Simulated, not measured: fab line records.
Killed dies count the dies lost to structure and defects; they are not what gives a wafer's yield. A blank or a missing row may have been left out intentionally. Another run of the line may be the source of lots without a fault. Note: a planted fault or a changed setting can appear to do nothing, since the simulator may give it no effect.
Matching of chambers | flow gf180mcu | rie diel-02 running GF_V3_ETCH_16: 4 sister chambers
The step etches BARC in N2/H2. 4 wafers are shown with their chamber, then 12 later ones without.

== WAFERS WITH THEIR CHAMBER ==
wafer  | chamber | drypump motor current A (A)
L086.6 | 3       | 5.56
L091.1 | 2       | 5.97
L091.5 | 0       | 5.51
L091.6 | 1       | 5.51

== WAFERS WHOSE CHAMBER IS MISSING ==
wafer  | drypump motor current A (A)
L092.1 | 5.59
L092.3 | 5.50
L092.5 | 5.50
L093.3 | 5.50
L093.4 | 5.52
L093.6 | 5.48
L094.1 | 5.49
L094.4 | 5.58
L094.6 | 5.58
L095.1 | 5.51
L095.4 | 5.99
L095.5 | 5.51

== CHAMBER TAKEN BY EACH ==
wafer  | from the rows above          | in truth
L092.1 | 3                            | 3
L092.3 | can't be placed: 0 or 1      | 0
L092.5 | can't be placed: 0 or 1      | 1
L093.3 | can't be placed: 0 or 1      | 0
L093.4 | can't be placed: 0 or 1 or 3 | 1
L093.6 | can't be placed: 0 or 1      | 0
L094.1 | can't be placed: 0 or 1      | 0
L094.4 | 3                            | 3
L094.6 | 3                            | 3
L095.1 | can't be placed: 0 or 1      | 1
L095.4 | 2                            | 2
L095.5 | can't be placed: 0 or 1      | 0
4 of 12 placed correctly. Unplaceable from these rows: 8, with the true chamber sitting among the candidates in 8. Placed wrongly: 0.
How it was worked out, from the rows above alone: a wafer's distance from a chamber is the root of the sum, over the readings, of the square of ((its reading less the chamber's mean) divided by the reading's scatter). The wafer belongs to the nearest chamber; if the next one is less than 2 further off, it can't be placed. The mean given for a chamber averages the wafers shown for that chamber. The scatter (one wafer shown for each chamber): square how far every hidden wafer sits from the nearest shown wafer, average those squares and take the square root.
